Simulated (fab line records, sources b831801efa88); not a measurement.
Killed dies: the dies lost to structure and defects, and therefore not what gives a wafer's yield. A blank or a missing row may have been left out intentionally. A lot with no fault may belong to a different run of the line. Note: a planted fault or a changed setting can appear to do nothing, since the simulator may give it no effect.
Which tool is to blame? + flow gf180mcu + route of 602 steps, sampled at 1 step: 12 lots, 36 wafers

## WHAT THE GAUGES SHOWED, per wafer
GF_HV_LDD_TW_MEAS_23.
| lot  | measured     | on            | HV_LDD_2_TW    |
|------|--------------|---------------|----------------|
| L075 | day 10 23:30 | film_metro-03 | 1046 1043 1047 |
| L077 | day 11 16:53 | film_metro-03 | 1043 1047 1045 |
| L079 | day 12 13:51 | film_metro-04 | 1028 1037 1032 |
| L081 | day 12 20:05 | film_metro-02 | 1061 1059 1057 |
| L083 | day 13 15:40 | film_metro-03 | 1043 1047 1049 |
| L085 | day 14 05:04 | film_metro-03 | 1052 1050 1055 |
| L087 | day 14 22:20 | film_metro-03 | 1048 1051 1053 |
| L089 | day 15 15:53 | film_metro-04 | 1040 1043 1038 |
| L091 | day 16 02:21 | film_metro-02 | 1066 1065 1063 |
| L093 | day 16 17:52 | film_metro-02 | 1064 1065 1067 |
| L095 | day 17 09:45 | film_metro-03 | 1039 1045 1043 |
| L097 | day 18 01:04 | film_metro-04 | 1040 1044 1041 |

## WHAT TOOL EACH LOT RAN ON (gives the tool, then ch and the chambers of the sampled wafers, and finally the start)
The record shows no process step preceding these readings.

## THE ANSWER, worked out from the rows above alone
Rule: the lots themselves supply what counts as usual. Put in order of their means at a reading, lots are off if they are a third of the lots or fewer, leave a main group of 4 or more, and stand apart from it by a gap of 3 or more times the standard deviation of the main group's means; of several such gaps the widest counts. The tables above print the reading to a certain number of digits; a main group whose means all agree to those digits is not used. A lot without any number at a reading at which 4 lots or more have one is off too. All remaining lots with rows at the step are treated as sound.
Nothing can be told from this: no lot is off at any reading shown.

## WHAT WAS PUT IN BY THE SIMULATOR
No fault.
